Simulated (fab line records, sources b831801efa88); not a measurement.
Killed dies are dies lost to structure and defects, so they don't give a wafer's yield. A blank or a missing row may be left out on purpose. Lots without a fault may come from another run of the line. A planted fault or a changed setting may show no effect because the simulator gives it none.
fab line records | flow sky130
record lots=24 wafers=72 last_day=51
route steps=708 shown VIA2@528 CAPM@541 METAL3@566 VIA3@593 METAL4@602 PASSIVATION@684
lots that met no fault: from a run of the same line without faults
start_h: hours from the record's first day to the start of the lot's first wafer shown | wait_h: hours since the lot's step before | " the same as in the row above | L1.1+2: a row that stands for several wafers | - no value, or no start given | * or withheld: withheld | < > ~ a bound
route shown NAME@n: a module of which the file shows steps, and the number in the route of the first | usual: mean/standard deviation of fault-free wafers | same: alike in all rows | chamber/n: place in a boat | sites: the reading at each site | _std_site: their standard deviation | _edge_site: outer sites' mean less inner sites' | radius_mm: how far each site lies from the wafer's centre | mask NAME#n: copy n | behind: the tool/chamber that last shaped the wafer | hold: why the lot was held/for how many hours/how that ended | device: the transistor (n, p or np) that didn't switch | end of line: the same wafers' tests at the end of the route | a step without rows: its recipe alone | killed: dies lost to structure and defects at the first sort, not the wafer's yield | map: a wafer's dies, x killed, . not, _ none there
set.NAME: the setting as run; set.NAME@STEP: as run at that earlier step | model.NAME: the simulator's own value behind a step, which no gauge read
steps of the route over a sample of lots; a table a step, a row a wafer
services: from which hour (start_h, from the record's first day; less than 0 if before it) a tool's chamber was out of use, for how many hours, and why
## steps
# step SKY_VIA2_CVD_21
# recipe material=W target_thk_nm=420 time_s=126.4 temp_c=400 pressure_torr=40
# usual heater_power_w=876/77
# columns lot.wafer tool chamber start_h wait_h heater_power_w
L074.2 cvd_w-02 1 881.60 0.0 969
L074.4 " 0 " " 987
L074.5 " 1 " " 944
L075.3 cvd_w-01 0 885.43 0.1 908
L075.5 " 0 " " 921
L075.6 " 1 " " 795
L076.1 cvd_w-02 0 889.37 0.0 1035
L076.3 " 1 " " 915
L076.5 " 1 " " 936
L077.1 cvd_w-01 1 906.86 0.0 772
L077.5 " 0 " " 895
L077.6 " 1 " " 817
L078.4 cvd_w-01 0 912.65 0.1 889
L078.5 " 0 " " 921
L078.6 " 1 " " 774
L079.2 cvd_w-01 0 914.69 0.0 913
L079.5 " 0 " " 891
L079.6 " 1 " " 774
L080.2 cvd_w-01 1 916.99 0.0 800
L080.4 " 1 " " 781
L080.5 " 1 " " 795
L081.4 cvd_w-01 0 938.04 0.1 911
L081.5 " 1 " " 789
L081.6 " 0 " " 921
L082.2 cvd_w-01 0 940.43 0.0 904
L082.4 " 0 " " 909
L082.6 " 0 " " 878
L083.1 cvd_w-01 1 941.81 0.0 770
L083.5 " 0 " " 903
L083.6 " 1 " " 780
L084.1 cvd_w-01 0 948.61 0.0 904
L084.3 " 1 " " 788
L084.4 " 0 " " 923
L085.1 cvd_w-01 0 963.88 0.0 912
L085.3 " 0 " " 938
L085.4 " 1 " " 789
L086.1 cvd_w-01 0 968.81 0.0 889
L086.3 " 1 " " 766
L086.5 " 1 " " 787
L087.2 cvd_w-01 0 972.78 0.0 902
L087.4 " 1 " " 766
L087.5 " 0 " " 933
L088.2 cvd_w-01 0 974.28 0.0 902
L088.4 " 1 " " 779
L088.6 " 1 " " 797
L089.1 cvd_w-02 1 987.23 0.0 880
L089.2 " 0 " " 972
L089.3 " 1 " " 891
L090.4 cvd_w-01 0 989.97 0.1 910
L090.5 " 1 " " 793
L090.6 " 0 " " 930
L091.2 cvd_w-01 0 997.17 0.0 912
L091.3 " 1 " " 803
L091.6 " 1 " " 793
L092.4 cvd_w-02 1 998.67 0.1 882
L092.5 " 1 " " 877
L092.6 " 0 " " 996
L093.1 cvd_w-01 0 1012.22 0.0 921
L093.3 " 1 " " 778
L093.4 " 0 " " 905
L094.3 cvd_w-02 0 1014.65 0.1 990
L094.5 " 1 " " 878
L094.6 " 0 " " 982
L095.1 cvd_w-02 0 1026.62 0.0 980
L095.4 " 1 " " 877
L095.5 " 1 " " 885
L096.2 cvd_w-01 0 1027.84 0.0 905
L096.4 " 1 " " 772
L096.5 " 1 " " 811
L097.2 cvd_w-01 0 1039.04 0.0 921
L097.5 " 1 " " 776
L097.6 " 0 " " 922
# step SKY_CAPM_THK_MEAS_04
# recipe thk_meas_gauge=xrf reads=TiN_of_CAPM_SPUTTER_02
# usual CAPM_TIN_THK=200.0/1.9
# columns lot.wafer tool chamber start_h wait_h CAPM_TIN_THK[nm]
L074.2 film_metro-03 - 882.95 0.1 199.2
L074.4 " - " " 201.6
L074.5 " - " " 198.8
L075.3 film_metro-02 - 886.48 0.1 200.0
L075.5 " - " " 203.3
L075.6 " - " " 203.9
L076.1 film_metro-02 - 890.44 0.1 198.0
L076.3 " - " " 199.7
L076.5 " - " " 200.2
L077.1 film_metro-02 - 907.94 0.1 200.2
L077.5 " - " " 201.9
L077.6 " - " " 200.1
L078.4 film_metro-03 - 914.47 0.1 200.1
L078.5 " - " " 196.8
L078.6 " - " " 200.4
L079.2 film_metro-01 - 915.93 0.1 200.2
L079.5 " - " " 200.6
L079.6 " - " " 198.8
L080.2 film_metro-02 - 918.09 0.1 197.9
L080.4 " - " " 201.5
L080.5 " - " " 200.7
L081.4 film_metro-02 - 939.10 0.1 202.5
L081.5 " - " " 200.6
L081.6 " - " " 202.2
L082.2 film_metro-01 - 941.53 0.1 198.6
L082.4 " - " " 197.9
L082.6 " - " " 201.1
L083.1 film_metro-03 - 943.00 0.1 198.3
L083.5 " - " " 197.8
L083.6 " - " " 198.1
L084.1 film_metro-02 - 949.69 0.1 203.1
L084.3 " - " " 203.3
L084.4 " - " " 199.8
L085.1 film_metro-03 - 965.27 0.1 201.2
L085.3 " - " " 199.2
L085.4 " - " " 198.1
L086.1 film_metro-02 - 969.89 0.1 200.1
L086.3 " - " " 199.8
L086.5 " - " " 199.6
L087.2 film_metro-03 - 973.86 0.1 199.5
L087.4 " - " " 199.3
L087.5 " - " " 198.2
L088.2 film_metro-01 - 975.37 0.1 199.6
L088.4 " - " " 197.8
L088.6 " - " " 199.3
L089.1 film_metro-01 - 988.31 0.1 200.0
L089.2 " - " " 201.3
L089.3 " - " " 199.1
L090.4 film_metro-02 - 991.22 0.1 203.2
L090.5 " - " " 202.8
L090.6 " - " " 199.7
L091.2 film_metro-02 - 998.27 0.1 198.8
L091.3 " - " " 200.0
L091.6 " - " " 195.9
L092.4 film_metro-02 - 999.74 0.1 201.6
L092.5 " - " " 201.1
L092.6 " - " " 200.0
L093.1 film_metro-03 - 1013.45 0.1 200.3
L093.3 " - " " 203.9
L093.4 " - " " 200.9
L094.3 film_metro-02 - 1015.70 0.1 200.0
L094.5 " - " " 199.2
L094.6 " - " " 199.2
L095.1 film_metro-03 - 1027.70 0.1 194.0
L095.4 " - " " 198.4
L095.5 " - " " 198.4
L096.2 film_metro-01 - 1028.93 0.1 202.5
L096.4 " - " " 201.8
L096.5 " - " " 204.2
L097.2 film_metro-03 - 1040.13 0.1 202.0
L097.5 " - " " 199.6
L097.6 " - " " 198.5
# step SKY_METAL3_ETCH_16
# recipe chemistry=N2/H2 target=BARC ion_energy_ev=200 bias_w=100 pressure_mtorr=30 n2_flow_sccm=100 h2_flow_sccm=200 icp_w=500 stop_on=SiO2 time_s=88.2 target_depth_a=600
# usual drypump_motor_current_A=5.6/0.43 h2_flow_sccm=200.0/0.61 oes_product_au=0.625/0.0042 rf_fwd_power_W=496.7/1.9 throttle_valve_pct=13.204/0.0088
# columns lot.wafer tool chamber start_h wait_h drypump_motor_current_A h2_flow_sccm oes_product_au rf_fwd_power_W rf_hours_counter_h throttle_valve_pct
L074.2 rie_metal-04 0 935.30 0.0 6.4 199.3 0.626 498.2 15 13.196
L074.4 " 1 " " 5.5 200.9 0.628 500.1 - 13.217
L074.5 " 1 " " 5.5 200.0 0.620 500.0 - 13.223
L075.3 rie_metal-02 0 938.94 0.0 5.5 200.3 0.625 496.0 - 13.210
L075.5 " 0 " " 5.5 200.3 0.627 497.3 - 13.189
L075.6 " 1 " " 5.4 199.9 0.628 492.7 - 13.193
L076.1 rie_metal-04 1 941.90 0.0 5.5 200.2 0.619 494.5 12 13.199
L076.3 " 0 " " 6.4 200.1 0.625 496.7 - 13.195
L076.5 " 0 " " 6.4 199.5 0.628 496.3 - 13.184
L077.1 rie_metal-04 1 958.88 0.0 5.5 200.9 0.628 497.7 13 13.192
L077.5 " 0 " " 6.4 199.8 0.632 494.7 - 13.195
L077.6 " 1 " " 5.5 201.0 0.626 498.3 - 13.194
L078.4 rie_metal-04 1 965.56 0.0 5.5 200.1 0.626 497.4 - 13.205
L078.5 " 0 " " 6.4 199.7 0.625 498.3 - 13.195
L078.6 " 1 " " 5.5 200.1 0.627 498.3 - 13.213
L079.2 rie_metal-02 1 966.90 0.0 5.4 200.2 0.623 497.2 11 13.225
L079.5 " 0 " " 5.5 200.0 0.625 494.5 - 13.189
L079.6 " 1 " " 5.4 200.1 0.619 494.9 - 13.207
L080.2 rie_metal-02 1 968.48 0.0 5.4 200.1 0.627 495.2 11 13.202
L080.4 " 1 " " 5.4 199.6 0.618 495.7 - 13.202
L080.5 " 1 " " 5.4 199.0 0.631 494.3 - 13.195
L081.4 rie_metal-03 0 988.89 0.0 5.8 200.0 0.628 495.7 - 13.207
L081.5 " 0 " " 5.8 200.1 0.629 498.2 - 13.207
L081.6 " 1 " " 5.1 200.2 0.622 497.7 - 13.193
L082.2 rie_metal-03 1 991.20 0.0 5.1 200.7 0.633 494.5 9 13.209
L082.4 " 1 " " 5.1 200.2 0.625 497.8 - 13.209
L082.6 " 1 " " 5.1 200.5 0.632 497.0 - 13.205
L083.1 rie_metal-03 1 994.01 0.0 5.1 199.8 0.627 497.3 9 13.205
L083.5 " 0 " " 5.9 199.5 0.620 497.1 - 13.207
L083.6 " 1 " " 5.1 199.9 0.625 496.9 - 13.206
L084.1 rie_metal-04 0 999.23 0.0 6.4 199.9 0.625 496.5 19 13.202
L084.3 " 1 " " 5.4 199.0 0.621 497.1 - 13.211
L084.4 " 0 " " 6.4 199.4 0.626 494.4 - 13.206
L085.1 rie_metal-02 1 1013.76 0.0 5.4 199.4 0.622 495.1 13 13.188
L085.3 " 0 " " 5.5 199.5 0.622 493.9 - 13.202
L085.4 " 1 " " 5.4 199.7 0.631 497.3 - 13.218
L086.1 rie_metal-03 1 1018.91 0.0 5.1 199.9 0.628 501.8 11 13.213
L086.3 " 1 " " 5.0 199.4 0.623 499.7 - 13.201
L086.5 " 1 " " 5.0 199.9 0.628 498.2 - 13.203
L087.2 rie_metal-02 0 1022.80 0.0 5.5 200.0 0.626 494.5 13 13.199
L087.4 " 1 " " 5.4 199.8 0.628 494.6 - 13.210
L087.5 " 0 " " 5.5 200.8 0.627 494.3 - 13.202
L088.2 rie_metal-04 1 1024.83 0.0 5.5 199.3 0.615 499.7 17 13.198
L088.4 " 0 " " 6.4 199.5 0.625 496.0 - 13.202
L088.6 " 0 " " 6.4 199.5 0.624 497.4 - 13.190
L089.1 rie_metal-02 0 1037.76 0.0 5.5 199.5 0.626 495.3 13 13.206
L089.2 " 1 " " 5.4 201.3 0.628 494.3 14 13.200
L089.3 " 1 " " 5.4 200.3 0.626 493.7 - 13.199
L090.4 rie_metal-04 1 1038.84 0.0 5.5 199.0 0.632 500.4 - 13.203
L090.5 " 0 " " 6.4 199.6 0.628 499.4 - 13.193
L090.6 " 1 " " 5.5 199.9 0.626 499.5 - 13.203
L091.2 rie_metal-03 1 1045.55 0.0 5.1 199.7 0.626 497.0 13 13.196
L091.3 " 0 " " 5.8 199.7 0.624 497.5 - 13.208
L091.6 " 1 " " 5.0 199.9 0.628 499.0 - 13.216
L092.4 rie_metal-03 1 1048.23 0.0 5.0 199.5 0.632 497.2 - 13.199
L092.5 " 0 " " 5.9 200.9 0.622 497.6 - 13.207
L092.6 " 1 " " 5.1 199.9 0.631 498.2 - 13.185
L093.1 rie_metal-04 0 1061.91 0.1 6.4 199.5 0.626 496.8 23 13.214
L093.3 " 0 " " 6.4 199.1 0.632 495.8 - 13.208
L093.4 " 0 " " 6.4 199.5 0.625 495.6 - 13.208
L094.3 rie_metal-03 1 1062.14 0.0 5.1 200.1 0.620 496.3 - 13.213
L094.5 " 1 " " 5.1 199.9 0.626 496.5 - 13.198
L094.6 " 0 " " 5.8 199.7 0.625 496.2 - 13.214
L095.1 rie_metal-03 1 1079.74 0.0 5.1 200.4 0.631 498.2 14 13.203
L095.4 " 0 " " 5.9 198.7 0.627 497.2 - 13.196
L095.5 " 0 " " 5.9 198.8 0.622 499.8 - 13.196
L096.2 rie_metal-02 0 1080.10 0.0 5.5 200.8 0.629 496.2 16 13.192
L096.4 " 0 " " 5.5 200.2 0.623 492.3 - 13.206
L096.5 " 1 " " 5.4 200.3 0.626 494.0 - 13.198
L097.2 rie_metal-02 1 1086.05 0.0 5.4 200.3 0.622 494.4 17 13.224
L097.5 " 0 " " 5.5 197.9 0.622 495.2 - 13.207
L097.6 " 1 " " 5.4 199.6 0.624 495.2 - 13.212
# step SKY_VIA3_SPUTTER_20
# recipe material=TiN target_thk_nm=20 chamber_pressure_pa=5 power_w=4000 time_s=80
# usual throttle_valve_pct=29.7/1
# columns lot.wafer tool chamber start_h wait_h throttle_valve_pct
L074.2 pvd_sputter-02 - 962.56 0.0 29.7
L074.4 " - " " 30.5
L074.5 " - " " 30.2
L075.3 pvd_sputter-04 - 966.54 0.0 30.6
L075.5 " - " " 30.4
L075.6 " - " " 29.2
L076.1 pvd_sputter-01 - 969.80 0.0 28.3
L076.3 " - " " 31.1
L076.5 " - " " 28.9
L077.1 pvd_sputter-01 - 986.46 0.0 28.3
L077.5 " - " " 29.1
L077.6 " - " " 31.0
L078.4 pvd_sputter-01 - 992.39 0.0 28.9
L078.5 " - " " 31.0
L078.6 " - " " 28.3
L079.2 pvd_sputter-01 - 993.71 0.0 29.0
L079.5 " - " " 28.9
L079.6 " - " " 31.3
L080.2 pvd_sputter-04 - 995.02 0.0 29.0
L080.4 " - " " 30.3
L080.5 " - " " 31.0
L081.4 pvd_sputter-01 - 1015.80 0.0 31.1
L081.5 " - " " 28.5
L081.6 " - " " 28.6
L082.2 pvd_sputter-01 - 1018.49 0.0 29.0
L082.4 " - " " 31.1
L082.6 " - " " 28.8
L083.1 pvd_sputter-04 - 1020.21 0.0 30.1
L083.5 " - " " 30.4
L083.6 " - " " 29.3
L084.1 pvd_sputter-02 - 1026.00 0.0 30.6
L084.3 " - " " 30.5
L084.4 " - " " 30.2
L085.1 pvd_sputter-01 - 1039.19 0.0 28.4
L085.3 " - " " 31.0
L085.4 " - " " 29.0
L086.1 pvd_sputter-04 - 1044.64 0.0 28.6
L086.3 " - " " 30.8
L086.5 " - " " 28.6
L087.2 pvd_sputter-04 - 1048.72 0.0 29.2
L087.4 " - " " 30.3
L087.5 " - " " 30.8
L088.2 pvd_sputter-02 - 1050.05 0.0 30.6
L088.4 " - " " 29.8
L088.6 " - " " 30.6
L089.1 pvd_sputter-02 - 1062.89 0.0 29.9
L089.2 " - " " 30.8
L089.3 " - " " 29.7
L090.4 pvd_sputter-01 - 1064.04 0.0 29.1
L090.5 " - " " 28.8
L090.6 " - " " 28.7
L091.2 pvd_sputter-04 - 1070.83 0.0 28.4
L091.3 " - " " 31.1
L091.6 " - " " 29.4
L092.4 pvd_sputter-01 - 1072.76 0.0 31.3
L092.5 " - " " 31.2
L092.6 " - " " 28.3
L093.1 pvd_sputter-04 - 1086.53 0.0 30.5
L093.3 " - " " 29.1
L093.4 " - " " 28.4
L094.3 pvd_sputter-04 - 1087.23 0.0 30.5
L094.5 " - " " 31.1
L094.6 " - " " 28.5
L095.1 pvd_sputter-04 - 1102.35 0.0 30.8
L095.4 " - " " 29.1
L095.5 " - " " 30.6
L096.2 pvd_sputter-01 - 1103.69 0.0 28.4
L096.4 " - " " 31.2
L096.5 " - " " 28.8
L097.2 pvd_sputter-04 - 1110.51 0.0 29.0
L097.5 " - " " 31.0
L097.6 " - " " 28.6
# step SKY_METAL4_SPUTTER_04
# recipe material=TiN target_thk_nm=70 power_w=6500 time_s=58.3 chamber_pressure_pa=0.4
# usual throttle_valve_pct=29.8/0.84
# columns lot.wafer tool chamber start_h wait_h throttle_valve_pct
L074.2 pvd_sputter-04 - 963.33 0.0 30.7
L074.4 " - " " 30.5
L074.5 " - " " 29.1
L075.3 pvd_sputter-03 - 967.62 0.0 30.3
L075.5 " - " " 30.8
L075.6 " - " " 30.1
L076.1 pvd_sputter-04 - 970.64 0.0 28.6
L076.3 " - " " 30.5
L076.5 " - " " 30.2
L077.1 pvd_sputter-03 - 987.28 0.0 30.4
L077.5 " - " " 29.5
L077.6 " - " " 30.2
L078.4 pvd_sputter-01 - 993.47 0.0 29.0
L078.5 " - " " 31.1
L078.6 " - " " 29.0
L079.2 pvd_sputter-04 - 994.78 0.0 30.2
L079.5 " - " " 30.1
L079.6 " - " " 29.2
L080.2 pvd_sputter-03 - 995.83 0.0 29.7
L080.4 " - " " 29.5
L080.5 " - " " 30.8
L081.4 pvd_sputter-04 - 1016.80 0.0 28.4
L081.5 " - " " 31.0
L081.6 " - " " 28.3
L082.2 pvd_sputter-04 - 1019.26 0.0 30.2
L082.4 " - " " 29.0
L082.6 " - " " 30.2
L083.1 pvd_sputter-03 - 1020.98 0.0 30.8
L083.5 " - " " 30.1
L083.6 " - " " 30.8
L084.1 pvd_sputter-03 - 1026.76 0.0 29.6
L084.3 " - " " 30.8
L084.4 " - " " 29.7
L085.1 pvd_sputter-04 - 1039.96 0.0 28.5
L085.3 " - " " 30.3
L085.4 " - " " 29.1
L086.1 pvd_sputter-01 - 1045.41 0.0 30.9
L086.3 " - " " 28.6
L086.5 " - " " 28.6
L087.2 pvd_sputter-04 - 1049.48 0.0 28.4
L087.4 " - " " 30.9
L087.5 " - " " 28.7
L088.2 pvd_sputter-01 - 1050.82 0.0 28.9
L088.4 " - " " 28.8
L088.6 " - " " 28.5
L089.1 pvd_sputter-03 - 1063.66 0.0 30.2
L089.2 " - " " 30.6
L089.3 " - " " 29.6
L090.4 pvd_sputter-03 - 1064.81 0.0 30.2
L090.5 " - " " 30.7
L090.6 " - " " 29.8
L091.2 pvd_sputter-03 - 1071.60 0.0 30.8
L091.3 " - " " 30.2
L091.6 " - " " 29.7
L092.4 pvd_sputter-03 - 1073.67 0.0 30.6
L092.5 " - " " 29.6
L092.6 " - " " 29.6
L093.1 pvd_sputter-01 - 1087.31 0.0 28.9
L093.3 " - " " 28.2
L093.4 " - " " 31.0
L094.3 pvd_sputter-04 - 1088.00 0.0 29.1
L094.5 " - " " 31.0
L094.6 " - " " 30.3
L095.1 pvd_sputter-04 - 1103.13 0.0 30.8
L095.4 " - " " 28.8
L095.5 " - " " 28.6
L096.2 pvd_sputter-03 - 1104.46 0.0 29.4
L096.4 " - " " 30.8
L096.5 " - " " 29.8
L097.2 pvd_sputter-03 - 1111.28 0.0 29.6
L097.5 " - " " 30.2
L097.6 " - " " 30.8
# step SKY_PASSIVATION_THK_MEAS_03
# recipe reads=Si3N4_of_PASSIVATION_CVD_02
# usual PASSIVATION_CVD_02_THK=540/6.9
# columns lot.wafer tool chamber start_h wait_h PASSIVATION_CVD_02_THK[nm]
L074.2 film_metro-04 - 1064.27 - 535
L074.4 " - " " 546
L074.5 " - " " 540
L075.3 film_metro-02 - 1068.32 - 551
L075.5 " - " " 553
L075.6 " - " " 545
L076.1 film_metro-04 - 1071.04 - 528
L076.3 " - " " 532
L076.5 " - " " 540
L077.1 film_metro-01 - 1085.91 - 544
L077.5 " - " " 530
L077.6 " - " " 538
L078.4 film_metro-01 - 1090.67 - 547
L078.5 " - " " 542
L078.6 " - " " 542
L079.2 film_metro-01 - 1090.71 - 543
L079.5 " - " " 549
L079.6 " - " " 545
L080.2 film_metro-02 - 1091.89 - 541
L080.4 " - " " 546
L080.5 " - " " 538
L081.4 film_metro-01 - 1111.73 - 550
L081.5 " - " " 545
L081.6 " - " " 544
L083.1 film_metro-04 - 1113.35 - 538
L083.5 " - " " 546
L083.6 " - " " 545
L082.2 film_metro-02 - 1113.36 - 530
L082.4 " - " " 543
L082.6 " - " " 533
L084.1 film_metro-01 - 1120.40 - 531
L084.3 " - " " 545
L084.4 " - " " 539
L085.1 film_metro-02 - 1131.02 - 542
L085.3 " - " " 540
L085.4 " - " " 549
L086.1 film_metro-01 - 1137.23 - 526
L086.3 " - " " 531
L086.5 " - " " 539
L087.2 film_metro-04 - 1140.98 - 540
L087.4 " - " " 548
L087.5 " - " " 548
L088.2 film_metro-01 - 1142.29 - 540
L088.4 " - " " 547
L088.6 " - " " 545
L089.1 film_metro-01 - 1152.82 - 539
L089.2 " - " " 527
L089.3 " - " " 538
L090.4 film_metro-04 - 1153.13 - 545
L090.5 " - " " 547
L090.6 " - " " 553
L091.2 film_metro-04 - 1159.56 - 531
L091.3 " - " " 523
L091.6 " - " " 541
L092.4 film_metro-01 - 1160.44 - 549
L092.5 " - " " 546
L092.6 " - " " 549
L093.1 film_metro-02 - 1174.09 - 542
L093.3 " - " " 543
L093.4 " - " " 551
L094.3 film_metro-01 - 1174.79 - 536
L094.5 " - " " 535
L094.6 " - " " 535
L095.1 film_metro-02 - 1184.91 - 532
L095.4 " - " " 536
L095.5 " - " " 534
L096.2 film_metro-01 - 1186.95 - 541
L096.4 " - " " 551
L096.5 " - " " 542
L097.2 film_metro-01 - 1192.57 - 531
L097.5 " - " " 542
L097.6 " - " " 550
## services
# columns tool chamber start_h hours kind
pvd_sputter-02 - 863.18 4.3 repair
cvd_w-02 1 869.81 5.5 repair
pvd_sputter-04 0 875.01 - consumable_replace:kit
pvd_sputter-04 0 875.01 18.0 scheduled_down
pvd_sputter-04 0 875.01 18.0 vent_cycle
cvd_w-02 - 904.00 14.0 pm
cvd_w-02 0 904.00 14.0 vent_cycle
pvd_sputter-03 - 991.61 0.9 repair
pvd_sputter-03 1 997.94 - consumable_replace:kit
pvd_sputter-03 1 997.94 18.0 scheduled_down
pvd_sputter-03 1 997.94 18.0 vent_cycle
pvd_sputter-01 - 999.56 1.9 repair
pvd_sputter-04 3 1021.22 - consumable_replace:kit
pvd_sputter-04 3 1021.22 18.0 scheduled_down
pvd_sputter-04 3 1021.22 18.0 vent_cycle
pvd_sputter-03 - 1041.60 7.9 repair
cvd_w-02 - 1053.51 3.1 repair
rie_metal-04 1 1061.51 4.9 repair
rie_metal-04 0 1107.28 - clean
rie_metal-04 0 1107.28 23.8 scheduled_down
rie_metal-04 0 1107.28 23.8 vent_cycle
pvd_sputter-01 2 1109.85 - consumable_replace:kit
pvd_sputter-01 2 1109.85 18.0 scheduled_down
pvd_sputter-01 2 1109.85 18.0 vent_cycle
## key
fault none
